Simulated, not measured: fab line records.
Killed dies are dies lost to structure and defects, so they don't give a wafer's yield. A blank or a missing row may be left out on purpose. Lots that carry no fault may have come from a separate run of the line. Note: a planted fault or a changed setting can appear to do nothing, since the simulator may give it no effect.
fab line records	flow sky130
record lots=24	wafers=72	last-day=50
route steps=708 shown METAL1@449 VIA2@520 VIA3@585
lots that met no fault: taken from a fault-free run of the same line
start-h: hours from the record's opening day to when the first of the lot's shown wafers began	wait-h: time in hours since the lot's previous step	" identical to the entry in the row above	L1.1+2: a row that stands for several wafers	- no value present, or no start provided	* or withheld: withheld	< > ~ a bound
route shown NAME@n: a module of which the file shows steps, and the number in the route of the first	usual: mean/standard deviation taken from wafers without a fault	same: alike in all rows	chamber/n: place in a boat	sites: the reading at each site	_std_site: how widely they spread, as a standard deviation	_edge_site: the outer-site mean with the inner-site mean subtracted	radius-mm: for every site, how far away it sits from the centre of the wafer	mask NAME#n: copy n	behind: the most recent tool/chamber to have shaped the wafer	hold: reason for holding the lot/hours on hold/outcome of the hold	device: transistor that didn't switch, given as n, p or np	end of line: the same wafers' tests at the end of the route	where a step has no rows: the recipe by itself	killed: count of dies lost to structure and defects at first sort (not the wafer's yield)	map: the dies of a wafer, with x for killed, . for not killed, _ for no die there
set.NAME: the run value of the setting; set.NAME@STEP: its run value at that earlier step	model.NAME: the simulator's own value behind a step, which no gauge read
a sample of lots followed through the steps of the route, with each step as a table and each wafer as a row
services: when a tool's chamber went out of use (start-h, in hours from the record's first day, below 0 if earlier), for how many hours, and the reason
## steps
# step SKY_METAL1_CD_MEAS_15
# recipe target-cd-nm=140
# usual cd-nm=140.4/1.6
lot.wafer	tool	chamber	start-h	wait-h	cd-nm
L074.2	cd-sem-02	-	765.82	-	138.7
L074.4	"	-	"	"	140.0
L074.5	"	-	"	"	140.1
L075.1	cd-sem-02	-	769.22	-	140.0
L075.2	"	-	"	"	141.9
L075.3	"	-	"	"	140.8
L076.1	cd-sem-01	-	779.44	-	138.1
L076.2	"	-	"	"	137.7
L076.6	"	-	"	"	137.9
L077.2	cd-sem-02	-	790.14	-	141.6
L077.4	"	-	"	"	141.9
L077.6	"	-	"	"	141.1
L078.2	cd-sem-01	-	799.39	-	140.7
L078.5	"	-	"	"	141.1
L078.6	"	-	"	"	143.0
L079.1	cd-sem-02	-	803.99	-	140.3
L079.3	"	-	"	"	139.2
L079.6	"	-	"	"	139.4
L080.1	cd-sem-02	-	819.92	-	141.0
L080.4	"	-	"	"	139.5
L080.5	"	-	"	"	140.9
L081.1	cd-sem-01	-	825.54	-	138.7
L081.2	"	-	"	"	140.2
L081.4	"	-	"	"	139.7
L082.2	cd-sem-02	-	829.99	-	138.7
L082.5	"	-	"	"	138.9
L082.6	"	-	"	"	137.7
L083.1	cd-sem-01	-	833.72	-	139.6
L083.3	"	-	"	"	140.2
L083.4	"	-	"	"	140.5
L084.1	cd-sem-01	-	851.27	-	140.9
L084.3	"	-	"	"	142.7
L084.5	"	-	"	"	140.5
L085.3	cd-sem-02	-	864.71	-	141.4
L085.4	"	-	"	"	140.9
L085.6	"	-	"	"	140.2
L086.1	cd-sem-02	-	869.92	-	139.5
L086.2	"	-	"	"	139.7
L086.5	"	-	"	"	139.5
L087.1	cd-sem-01	-	871.12	-	141.8
L087.3	"	-	"	"	142.3
L087.6	"	-	"	"	142.3
L089.1	cd-sem-01	-	900.07	-	142.6
L089.4	"	-	"	"	140.2
L089.5	"	-	"	"	143.1
L091.2	cd-sem-01	-	900.44	-	139.9
L091.3	"	-	"	"	139.1
L091.6	"	-	"	"	138.9
L090.3	cd-sem-02	-	901.63	-	139.1
L090.5	"	-	"	"	139.8
L090.6	"	-	"	"	139.7
L088.1	cd-sem-02	-	904.59	-	137.9
L088.4	"	-	"	"	138.3
L088.5	"	-	"	"	138.4
L092.1	cd-sem-01	-	908.99	-	142.8
L092.3	"	-	"	"	141.1
L092.4	"	-	"	"	142.6
L093.1	cd-sem-02	-	910.22	-	140.6
L093.4	"	-	"	"	140.3
L093.5	"	-	"	"	139.3
L094.3	cd-sem-01	-	916.01	-	142.3
L094.5	"	-	"	"	140.6
L094.6	"	-	"	"	140.1
L095.3	cd-sem-01	-	920.51	-	138.7
L095.4	"	-	"	"	140.2
L095.6	"	-	"	"	139.3
L096.1	cd-sem-02	-	935.84	-	142.0
L096.2	"	-	"	"	141.6
L096.3	"	-	"	"	140.9
L097.2	cd-sem-02	-	936.86	-	140.0
L097.4	"	-	"	"	141.3
L097.5	"	-	"	"	139.3
# step SKY_VIA2_OVL_MEAS_13
# usual VIA2_OVL=0/5.6
lot.wafer	tool	chamber	start-h	wait-h	VIA2_OVL[nm]
L074.2	overlay-01	-	850.75	0.1	-5
L074.4	"	-	"	"	-5
L074.5	"	-	"	"	-2
L075.1	overlay-02	-	853.11	0.1	5
L075.2	"	-	"	"	1
L075.3	"	-	"	"	3
L076.1	overlay-02	-	863.06	0.1	5
L076.2	"	-	"	"	3
L076.6	"	-	"	"	3
L077.2	overlay-02	-	874.32	0.1	3
L077.4	"	-	"	"	-2
L077.6	"	-	"	"	3
L078.2	overlay-01	-	882.42	0.1	-2
L078.5	"	-	"	"	-4
L078.6	"	-	"	"	-2
L079.1	overlay-02	-	886.46	0.1	8
L079.3	"	-	"	"	4
L079.6	"	-	"	"	-1
L080.1	overlay-01	-	902.71	0.1	-5
L080.4	"	-	"	"	-6
L080.5	"	-	"	"	-6
L081.1	overlay-02	-	907.96	0.1	10
L081.2	"	-	"	"	6
L081.4	"	-	"	"	8
L082.2	overlay-01	-	912.46	0.1	-10
L082.5	"	-	"	"	-4
L082.6	"	-	"	"	-9
L083.1	overlay-02	-	915.06	0.1	-14
L083.3	"	-	"	"	-12
L083.4	"	-	"	"	-12
L084.1	overlay-01	-	932.96	0.1	5
L084.3	"	-	"	"	3
L084.5	"	-	"	"	1
L085.3	overlay-01	-	945.67	0.1	1
L085.4	"	-	"	"	-4
L085.6	"	-	"	"	-2
L086.1	overlay-01	-	949.26	0.1	7
L086.2	"	-	"	"	8
L086.5	"	-	"	"	5
L087.1	overlay-02	-	952.04	0.1	-1
L087.3	"	-	"	"	-1
L087.6	"	-	"	"	4
L089.1	overlay-01	-	977.06	0.1	13
L089.4	"	-	"	"	11
L089.5	"	-	"	"	12
L091.2	overlay-01	-	978.42	0.1	1
L091.3	"	-	"	"	2
L091.6	"	-	"	"	2
L090.3	overlay-02	-	980.42	0.1	4
L090.5	"	-	"	"	1
L090.6	"	-	"	"	3
L088.1	overlay-01	-	981.36	0.1	1
L088.4	"	-	"	"	7
L088.5	"	-	"	"	3
L092.1	overlay-02	-	988.21	0.1	-3
L092.3	"	-	"	"	-6
L092.4	"	-	"	"	4
L093.1	overlay-01	-	988.56	0.1	-5
L093.4	"	-	"	"	-4
L093.5	"	-	"	"	-8
L094.3	overlay-02	-	993.97	0.1	0
L094.5	"	-	"	"	-1
L094.6	"	-	"	"	-1
L095.3	overlay-01	-	997.26	0.1	-2
L095.4	"	-	"	"	-3
L095.6	"	-	"	"	1
L096.1	overlay-02	-	1012.76	0.1	-7
L096.2	"	-	"	"	-3
L096.3	"	-	"	"	-3
L097.2	overlay-01	-	1014.52	0.1	-2
L097.4	"	-	"	"	2
L097.5	"	-	"	"	2
# step SKY_VIA2_CVD_21
# recipe material=W	target-thk-nm=420	time-s=126.4	temp-c=400	pressure-torr=40
# usual chamber-pressure-Torr=40.00/0.081	heater-power-w=811/120
# same time-s=126.4
lot.wafer	tool	chamber	start-h	wait-h	chamber-pressure-Torr	heater-power-w
L074.2	cvd-w-01	1	851.58	0.0	39.96	744
L074.4	"	1	"	"	39.87	764
L074.5	"	0	"	"	39.83	884
L075.1	cvd-w-01	0	853.91	0.0	40.05	886
L075.2	"	1	"	"	40.00	775
L075.3	"	1	"	"	39.92	752
L076.1	cvd-w-01	1	863.88	0.0	40.17	756
L076.2	"	0	"	"	40.03	897
L076.6	"	0	"	"	39.96	891
L077.2	cvd-w-01	0	875.15	0.0	39.85	887
L077.4	"	0	"	"	40.07	891
L077.6	"	0	"	"	40.08	899
L078.2	cvd-w-01	1	883.25	0.1	39.87	753
L078.5	"	1	"	"	39.90	767
L078.6	"	1	"	"	39.97	767
L079.1	cvd-w-02	0	887.29	0.0	40.00	676
L079.3	"	0	"	"	40.01	657
L079.6	"	0	"	"	39.95	656
L080.1	cvd-w-01	0	903.52	0.0	39.98	877
L080.4	"	1	"	"	40.08	739
L080.5	"	1	"	"	40.00	761
L081.1	cvd-w-02	1	908.90	0.0	39.99	1035
L081.2	"	0	"	"	40.02	676
L081.4	"	0	"	"	39.94	693
L082.2	cvd-w-02	1	913.26	0.0	40.01	1010
L082.5	"	1	"	"	39.91	1055
L082.6	"	0	"	"	39.99	676
L083.1	cvd-w-02	1	915.86	0.0	40.02	1049
L083.3	"	1	"	"	39.87	1039
L083.4	"	0	"	"	39.89	686
L084.1	cvd-w-02	0	933.75	0.0	39.96	657
L084.3	"	0	"	"	39.93	672
L084.5	"	0	"	"	39.90	677
L085.3	cvd-w-02	0	946.59	0.1	40.02	669
L085.4	"	1	"	"	39.99	1038
L085.6	"	1	"	"	40.08	1070
L086.1	cvd-w-01	1	950.18	0.0	39.94	717
L086.2	"	0	"	"	40.11	829
L086.5	"	0	"	"	40.03	840
L087.1	cvd-w-02	0	953.00	0.0	40.15	675
L087.3	"	0	"	"	39.98	688
L087.6	"	0	"	"	40.08	684
L089.1	cvd-w-02	1	977.86	0.0	39.98	1050
L089.4	"	1	"	"	39.94	1051
L089.5	"	0	"	"	40.02	667
L091.2	cvd-w-01	1	979.20	0.0	39.94	739
L091.3	"	0	"	"	39.93	832
L091.6	"	0	"	"	40.04	820
L090.3	cvd-w-01	0	981.25	0.1	40.08	853
L090.5	"	1	"	"	40.06	727
L090.6	"	0	"	"	40.13	870
L088.1	cvd-w-01	0	982.16	0.0	40.17	825
L088.4	"	1	"	"	39.99	715
L088.5	"	1	"	"	40.06	725
L092.1	cvd-w-02	1	989.00	0.0	39.99	1071
L092.3	"	0	"	"	39.99	676
L092.4	"	1	"	"	40.06	1048
L093.1	cvd-w-01	0	989.35	0.0	39.93	834
L093.4	"	0	"	"	40.02	846
L093.5	"	1	"	"	40.00	747
L094.3	cvd-w-01	0	994.80	0.1	40.11	850
L094.5	"	1	"	"	40.10	724
L094.6	"	0	"	"	39.98	874
L095.3	cvd-w-01	1	998.08	0.1	39.98	729
L095.4	"	0	"	"	40.05	855
L095.6	"	1	"	"	40.09	731
L096.1	cvd-w-01	1	1013.56	0.0	39.96	735
L096.2	"	0	"	"	40.05	846
L096.3	"	0	"	"	40.05	844
L097.2	cvd-w-01	0	1015.35	0.0	39.83	826
L097.4	"	0	"	"	40.05	862
L097.5	"	1	"	"	39.98	711
# step SKY_VIA3_CD_MEAS_12
# recipe target-cd-nm=200
# usual cd-nm=199.8/1.3
lot.wafer	tool	chamber	start-h	wait-h	cd-nm
L074.2	cd-sem-02	-	932.01	-	199.9
L074.4	"	-	"	"	200.7
L074.5	"	-	"	"	199.1
L075.1	cd-sem-01	-	934.04	-	201.3
L075.2	"	-	"	"	201.4
L075.3	"	-	"	"	200.6
L076.1	cd-sem-02	-	943.29	-	201.1
L076.2	"	-	"	"	200.7
L076.6	"	-	"	"	200.1
L077.2	cd-sem-01	-	953.61	-	196.8
L077.4	"	-	"	"	197.4
L077.6	"	-	"	"	197.0
L078.2	cd-sem-02	-	961.37	-	198.3
L078.5	"	-	"	"	199.1
L078.6	"	-	"	"	200.5
L079.1	cd-sem-02	-	964.54	-	200.8
L079.3	"	-	"	"	201.0
L079.6	"	-	"	"	201.2
L080.1	cd-sem-02	-	981.04	-	199.4
L080.4	"	-	"	"	200.1
L080.5	"	-	"	"	199.5
L081.1	cd-sem-01	-	990.42	-	197.7
L081.2	"	-	"	"	196.8
L081.4	"	-	"	"	196.2
L082.2	cd-sem-02	-	990.46	-	199.9
L082.5	"	-	"	"	199.1
L082.6	"	-	"	"	199.4
L083.1	cd-sem-01	-	992.52	-	200.5
L083.3	"	-	"	"	199.0
L083.4	"	-	"	"	199.1
L084.1	cd-sem-01	-	1007.72	-	199.9
L084.3	"	-	"	"	201.1
L084.5	"	-	"	"	199.0
L085.3	cd-sem-02	-	1019.88	-	199.4
L085.4	"	-	"	"	199.9
L085.6	"	-	"	"	198.7
L086.1	cd-sem-02	-	1023.74	-	199.2
L086.2	"	-	"	"	197.8
L086.5	"	-	"	"	198.0
L087.1	cd-sem-01	-	1025.04	-	201.0
L087.3	"	-	"	"	201.3
L087.6	"	-	"	"	202.0
L089.1	cd-sem-01	-	1049.44	-	200.6
L089.4	"	-	"	"	199.2
L089.5	"	-	"	"	200.1
L091.2	cd-sem-02	-	1051.61	-	201.1
L091.3	"	-	"	"	201.4
L091.6	"	-	"	"	201.8
L090.3	cd-sem-02	-	1053.93	-	198.9
L090.5	"	-	"	"	198.0
L090.6	"	-	"	"	199.7
L088.1	cd-sem-01	-	1054.24	-	199.8
L088.4	"	-	"	"	198.7
L088.5	"	-	"	"	200.2
L092.1	cd-sem-02	-	1060.34	-	200.1
L092.3	"	-	"	"	199.9
L092.4	"	-	"	"	199.4
L093.1	cd-sem-01	-	1060.63	-	197.9
L093.4	"	-	"	"	198.3
L093.5	"	-	"	"	197.6
L094.3	cd-sem-02	-	1065.48	-	200.4
L094.5	"	-	"	"	200.8
L094.6	"	-	"	"	200.6
L095.3	cd-sem-02	-	1068.32	-	198.2
L095.4	"	-	"	"	200.1
L095.6	"	-	"	"	200.4
L096.1	cd-sem-01	-	1082.19	-	200.0
L096.2	"	-	"	"	199.5
L096.3	"	-	"	"	199.6
L097.2	cd-sem-02	-	1084.36	-	200.0
L097.4	"	-	"	"	199.6
L097.5	"	-	"	"	201.3
# step SKY_VIA3_ETCH_15
# recipe target=SiO2	chemistry=C4F8/O2/Ar	target-depth-nm=507	stop-on=TiN	mask-material=KrF-thick	source-w=1500	bias-w=1200	pressure-mtorr=40	c4f8-flow-sccm=withheld	O2_flow_sccm=6	Ar_flow_sccm=300	time-s=78
# usual oes-product-au=0.946/0.0043
# same time-s=78
lot.wafer	tool	chamber	start-h	wait-h	oes-product-au	rf-hours-counter-h
L074.2	rie-diel-03	0	932.19	0.0	0.947	3
L074.4	"	3	"	"	0.941	16
L074.5	"	2	"	"	0.949	-
L075.1	rie-diel-03	1	934.24	0.0	0.950	13
L075.2	"	2	"	"	0.945	26
L075.3	"	0	"	"	0.954	3
L076.1	rie-diel-03	3	943.49	0.0	0.951	17
L076.2	"	2	"	"	0.942	26
L076.6	"	3	"	"	0.950	-
L077.2	rie-diel-03	3	953.79	0.0	0.942	17
L077.4	"	1	"	"	0.945	14
L077.6	"	2	"	"	0.943	-
L078.2	rie-diel-02	0	961.54	0.0	0.948	11
L078.5	"	3	"	"	0.951	-
L078.6	"	0	"	"	0.941	-
L079.1	rie-diel-02	1	964.74	0.0	0.935	16
L079.3	"	0	"	"	0.947	12
L079.6	"	2	"	"	0.953	-
L080.1	rie-diel-02	0	981.24	0.0	0.947	12
L080.4	"	1	"	"	0.949	17
L080.5	"	1	"	"	0.952	-
L081.1	rie-diel-04	3	990.62	0.0	0.945	14
L081.2	"	1	"	"	0.946	16
L081.4	"	2	"	"	0.941	20
L082.2	rie-diel-02	0	990.64	0.0	0.947	13
L082.5	"	3	"	"	0.947	-
L082.6	"	2	"	"	0.949	-
L083.1	rie-diel-02	1	992.72	0.0	0.947	18
L083.3	"	0	"	"	0.941	13
L083.4	"	2	"	"	0.936	15
L084.1	rie-diel-02	0	1007.92	0.0	0.943	13
L084.3	"	3	"	"	0.949	20
L084.5	"	0	"	"	0.940	-
L085.3	rie-diel-04	2	1020.04	0.0	0.931	21
L085.4	"	1	"	"	0.947	17
L085.6	"	1	"	"	0.937	-
L086.1	rie-diel-02	1	1023.94	0.0	0.949	19
L086.2	"	2	"	"	0.942	16
L086.5	"	0	"	"	0.946	-
L087.1	rie-diel-04	1	1025.24	0.0	0.943	17
L087.3	"	3	"	"	0.942	15
L087.6	"	0	"	"	0.938	-
L089.1	rie-diel-04	0	1049.64	0.0	0.955	25
L089.4	"	2	"	"	0.945	22
L089.5	"	1	"	"	0.941	-
L091.2	rie-diel-03	1	1051.79	0.0	0.944	16
L091.3	"	0	"	"	0.949	5
L091.6	"	1	"	"	0.947	-
L090.3	rie-diel-03	0	1054.09	0.0	0.951	5
L090.5	"	1	"	"	0.954	-
L090.6	"	2	"	"	0.952	-
L088.1	rie-diel-04	3	1054.44	0.0	0.948	16
L088.4	"	1	"	"	0.947	19
L088.5	"	3	"	"	0.943	-
L092.1	rie-diel-02	3	1060.54	0.0	0.949	21
L092.3	"	0	"	"	0.952	15
L092.4	"	1	"	"	0.943	20
L093.1	rie-diel-04	1	1060.82	0.0	0.942	19
L093.4	"	2	"	"	0.944	23
L093.5	"	0	"	"	0.943	-
L094.3	rie-diel-03	1	1065.64	0.0	0.947	17
L094.5	"	0	"	"	0.946	-
L094.6	"	1	"	"	0.941	-
L095.3	rie-diel-03	1	1068.47	0.0	0.936	17
L095.4	"	2	"	"	0.949	-
L095.6	"	1	"	"	0.953	-
L096.1	rie-diel-02	1	1082.39	0.0	0.945	20
L096.2	"	2	"	"	0.949	18
L096.3	"	3	"	"	0.948	22
L097.2	rie-diel-02	3	1084.56	0.0	0.946	22
L097.4	"	2	"	"	0.940	18
L097.5	"	0	"	"	0.947	-
# step SKY_VIA3_CMP_24
# recipe stop-on=SiO2	t-overpolish-s=20	down-force-psi=3.5	platen-rpm=60	target-thk-nm=0	pad-velocity-m-s=0.94248
# usual motor-current-A=10.1/0.97	overpolish-run-s=20.000/0.0091	retaining-ring-pressure-frac=1.000/0.0058	time-to-endpoint-s=93/3.7
lot.wafer	tool	chamber	start-h	wait-h	motor-current-A	overpolish-run-s	retaining-ring-pressure-frac	time-to-endpoint-s
L074.2	cmp-01	1	933.24	0.0	11.9	19.987	0.988	92
L074.4	"	2	"	"	10.4	19.991	1.011	96
L074.5	"	2	"	"	10.0	20.010	1.006	95
L075.1	cmp-01	2	935.26	0.1	9.9	20.007	1.009	97
L075.3	"	0	"	"	8.9	20.008	1.000	89
L075.2	"	1	"	"	11.3	19.999	1.001	89
L076.2	cmp-02	2	944.50	0.0	10.6	20.002	1.008	96
L076.1	"	0	"	"	9.8	20.014	0.997	94
L076.6	"	3	"	"	9.9	19.994	1.009	98
L077.2	cmp-02	2	954.86	0.1	11.2	19.998	1.003	88
L077.4	"	3	"	"	9.2	20.004	0.997	95
L077.6	"	2	"	"	10.8	20.009	1.000	90
L078.2	cmp-01	1	963.65	0.9	10.9	19.998	1.001	91
L078.6	"	2	"	"	9.9	19.996	1.005	93
L078.5	"	3	"	"	9.0	20.011	0.996	99
L079.1	cmp-01	3	966.80	0.5	8.7	19.995	1.001	98
L079.3	"	1	"	"	11.8	20.006	1.006	98
L079.6	"	3	"	"	8.9	19.997	0.991	98
L080.1	cmp-01	2	982.30	0.1	9.7	20.001	1.001	92
L080.4	"	3	"	"	9.0	19.999	1.003	93
L080.5	"	1	"	"	11.2	20.011	1.006	91
L081.2	cmp-01	0	991.64	0.0	8.4	20.013	1.001	92
L081.1	"	2	"	"	10.1	20.014	1.009	97
L081.4	"	3	"	"	9.0	20.014	0.994	94
L082.2	cmp-02	2	991.66	0.0	10.8	19.996	0.996	94
L082.5	"	2	"	"	10.8	19.995	1.005	93
L082.6	"	3	"	"	9.7	20.008	0.993	98
L083.1	cmp-02	2	993.74	0.1	10.9	20.000	1.006	100
L083.4	"	3	"	"	9.4	19.990	1.001	102
L083.3	"	0	"	"	9.7	20.024	0.995	96
L084.3	cmp-01	3	1008.95	0.0	9.0	20.017	0.999	93
L084.1	"	0	"	"	9.5	19.999	0.992	89
L084.5	"	3	"	"	9.0	20.000	1.002	90
L085.3	cmp-02	3	1021.23	0.1	9.6	20.003	1.000	99
L085.4	"	0	"	"	10.1	19.993	1.003	90
L085.6	"	2	"	"	10.9	20.008	1.002	93
L086.2	cmp-01	3	1025.01	0.1	9.0	19.998	0.996	93
L086.1	"	1	"	"	12.0	20.005	0.999	86
L086.5	"	3	"	"	9.0	19.999	0.998	94
L087.3	cmp-01	3	1026.25	0.0	8.9	20.003	0.986	94
L087.1	"	2	"	"	9.4	19.996	1.000	92
L087.6	"	3	"	"	9.1	20.003	0.990	90
L089.4	cmp-02	1	1050.87	0.1	11.0	19.989	1.001	93
L089.1	"	2	"	"	11.5	20.006	1.002	90
L089.5	"	0	"	"	10.0	19.997	1.007	91
L091.3	cmp-01	3	1053.00	0.1	9.1	20.005	1.002	92
L091.2	"	0	"	"	9.2	19.987	0.995	89
L091.6	"	2	"	"	9.3	19.995	1.001	93
L090.3	cmp-02	0	1055.62	0.1	10.2	19.980	0.996	95
L090.5	"	3	"	"	9.2	20.002	0.992	95
L090.6	"	0	"	"	10.6	20.012	1.002	92
L088.1	cmp-01	0	1055.62	0.1	9.2	20.000	0.999	88
L088.4	"	1	"	"	11.2	19.999	0.991	89
L088.5	"	3	"	"	8.6	20.006	1.002	89
L092.4	cmp-01	0	1061.65	0.0	8.9	19.968	1.003	89
L092.1	"	1	"	"	11.1	19.989	0.998	90
L092.3	"	3	"	"	8.8	19.993	1.000	95
L093.4	cmp-02	1	1062.16	0.3	11.9	20.000	1.004	96
L093.1	"	2	"	"	11.1	20.011	0.992	97
L093.5	"	1	"	"	11.5	19.997	0.999	100
L094.3	cmp-01	2	1066.70	0.1	10.1	20.008	1.000	96
L094.6	"	1	"	"	11.7	20.013	0.998	89
L094.5	"	2	"	"	9.9	19.997	1.001	92
L095.3	cmp-01	2	1069.49	0.0	9.9	20.005	1.003	90
L095.4	"	1	"	"	11.6	19.986	1.005	89
L095.6	"	2	"	"	10.0	19.986	1.002	87
L096.3	cmp-02	1	1083.44	0.0	11.5	19.997	1.005	92
L096.1	"	2	"	"	10.5	19.993	1.001	94
L096.2	"	3	"	"	9.8	19.992	1.003	93
L097.2	cmp-01	2	1086.43	0.8	10.1	20.002	0.993	88
L097.4	"	3	"	"	8.8	20.012	0.992	88
L097.5	"	1	"	"	11.0	20.000	0.995	89
## services
tool	chamber	start-h	hours	kind
cvd-w-02	0	831.77	3.4	repair
cmp-01	-	832.54	1.8	repair
cmp-01	-	837.20	4.2	pm
rie-diel-02	2	857.34	3.0	repair
rie-diel-02	-	857.48	0.2	repair
rie-diel-02	0	869.38	14.4	repair
rie-diel-03	2	871.72	34.7	repair
cvd-w-02	1	882.37	15.5	repair
cvd-w-01	0	882.47	12.4	repair
cvd-w-02	0	889.49	6.0	repair
cmp-01	-	895.81	3.2	repair
cvd-w-01	-	904.00	14.0	pm
cvd-w-01	-	904.35	1.4	repair
cmp-01	-	906.08	2.2	repair
cmp-01	-	912.00	4.0	pm
cmp-02	-	913.09	3.3	repair
cmp-02	-	919.54	1.3	repair
cmp-02	-	957.48	1.2	repair
cmp-02	-	960.74	21.9	repair
cvd-w-01	0	1015.93	6.7	repair
cvd-w-01	-	1043.10	0.6	repair
cmp-01	-	1043.74	5.4	repair
rie-diel-02	1	1060.69	7.9	repair
cmp-02	-	1084.34	4.0	pm
## key
fault none
